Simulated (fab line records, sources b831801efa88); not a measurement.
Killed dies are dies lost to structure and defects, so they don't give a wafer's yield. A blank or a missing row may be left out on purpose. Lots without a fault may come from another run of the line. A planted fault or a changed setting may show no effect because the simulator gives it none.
Tool commonality check | flow sky130 | 13 lots, 48 wafers sampled

WHY IT WAS OPENED
At SKY_VIA4_RS_MEAS_19 the reading VIA4_W_RS is flagged on 3 of 13 lots. Wafers without a fault read 0.227 ohm/sq, standard deviation 0.0043.
Rule: a lot is flagged when every wafer of it that has a number lies more than 4 standard deviations from that mean, or none has a number. The other lots count as sound.

lot  | measured     | on            | VIA4_W_RS (ohm/sq), wafer by wafer  | flag
L893 | day 42 21:36 | film_metro-03 | 0.226 0.226 0.226                   |
L894 | day 43 04:37 | film_metro-02 | 0.230 0.229 0.219                   |
L895 | day 43 11:12 | film_metro-04 | 0.219 0.220 0.232                   |
L896 | day 43 19:38 | film_metro-04 | 0.113 0.113 0.109 0.113 0.113 0.109 | FLAGGED
L898 | day 44 13:05 | film_metro-02 | 0.230 0.225 0.232                   |
L900 | day 45 08:21 | film_metro-02 | 0.110 0.114 0.110 0.110 0.114 0.110 | FLAGGED
L905 | day 46 07:53 | film_metro-03 | 0.114 0.114 0.114 0.114 0.114 0.114 | FLAGGED
L908 | day 47 07:33 | film_metro-04 | 0.232 0.227 0.229                   |
L909 | day 47 23:15 | film_metro-02 | 0.230 0.227 0.230                   |
L911 | day 47 23:52 | film_metro-03 | 0.230 0.226 0.220                   |
L912 | day 48 01:27 | film_metro-02 | 0.227 0.219 0.227                   |
L915 | day 48 13:13 | film_metro-03 | 0.226 0.225 0.229                   |
L914 | day 48 15:47 | film_metro-03 | 0.228 0.220 0.217                   |
The numbers of the flagged lots are 0.112 ohm/sq on average: -0.115 ohm/sq against the usual, or -27 standard deviations.

WHICH TOOL RAN EACH LOT
The record holds 2 process steps before the reading, out of a route of 708 steps. In each cell: the tool, then ch and the chambers that the sampled wafers went through, then the start.
lot  | flag    | SKY_VIA4_STRIP_13                    | SKY_VIA4_CVD_18
L893 |         | plasma_asher-04 ch 0,1, day 42 20:26 | cvd_w-01 ch 0,1, day 42 21:28
L894 |         | plasma_asher-03 ch 0,1, day 43 03:48 | cvd_w-02 ch 0,1, day 43 04:28
L895 |         | plasma_asher-03 ch 0,1, day 43 10:24 | cvd_w-02 ch 0,1, day 43 11:03
L896 | FLAGGED | plasma_asher-03 ch 0,1, day 43 18:30 | cvd_w-02 ch 0,1, day 43 19:09
L898 |         | plasma_asher-04 ch 0,1, day 44 12:17 | cvd_w-01 ch 0,1, day 44 12:56
L900 | FLAGGED | plasma_asher-04 ch 0,1, day 45 07:11 | cvd_w-02 ch 0,1, day 45 07:53
L905 | FLAGGED | plasma_asher-04 ch 0,1, day 46 06:44 | cvd_w-01 ch 0,1, day 46 07:24
L908 |         | plasma_asher-02 ch 0,1, day 47 06:42 | cvd_w-01 ch 0,1, day 47 07:23
L909 |         | plasma_asher-03 ch 0,1, day 47 22:26 | cvd_w-01 ch 0,1, day 47 23:05
L911 |         | plasma_asher-02 ch 0,1, day 47 23:02 | cvd_w-02 ch 0,1, day 47 23:43
L912 |         | plasma_asher-04 ch 0,1, day 48 00:33 | cvd_w-02 ch 0,1, day 48 01:17
L915 |         | plasma_asher-02 ch 0,1, day 48 12:16 | cvd_w-01 ch 0, day 48 12:55
L914 |         | plasma_asher-02 ch 0,1, day 48 14:59 | cvd_w-02 ch 0,1, day 48 15:38
What these steps do:
- SKY_VIA4_STRIP_13: strips in O2/N2.
- SKY_VIA4_CVD_18: deposits W, target thk 505 nm, time 152.14 s.
- SKY_VIA4_RS_MEAS_19: measures by four-point-probe.

FLAGGED OVER TOTAL, TOOL BY TOOL (the gauges that took the reading come last)
step                | tool            | lots run | flagged | share of the flagged lots | sound lots run after its first flagged lot
SKY_VIA4_STRIP_13   | plasma_asher-02 | 4        | 0       | none                      | -
SKY_VIA4_STRIP_13   | plasma_asher-03 | 4        | 1       | some                      | 1 (L909)
SKY_VIA4_STRIP_13   | plasma_asher-04 | 5        | 2       | some                      | 1 (L912)
SKY_VIA4_CVD_18     | cvd_w-01        | 6        | 1       | some                      | 3 (L908,L909,L915)
SKY_VIA4_CVD_18     | cvd_w-02        | 7        | 2       | some                      | 3 (L911,L912,L914)
SKY_VIA4_RS_MEAS_19 | film_metro-02   | 5        | 1       | some                      | 2 (L909,L912)
SKY_VIA4_RS_MEAS_19 | film_metro-03   | 5        | 1       | some                      | 3 (L911,L915,L914)
SKY_VIA4_RS_MEAS_19 | film_metro-04   | 3        | 1       | some                      | 1 (L908)

WHAT THE TABLE ALLOWS
No row of the table ran every flagged lot.

WHAT THE SIMULATOR HAD PUT IN
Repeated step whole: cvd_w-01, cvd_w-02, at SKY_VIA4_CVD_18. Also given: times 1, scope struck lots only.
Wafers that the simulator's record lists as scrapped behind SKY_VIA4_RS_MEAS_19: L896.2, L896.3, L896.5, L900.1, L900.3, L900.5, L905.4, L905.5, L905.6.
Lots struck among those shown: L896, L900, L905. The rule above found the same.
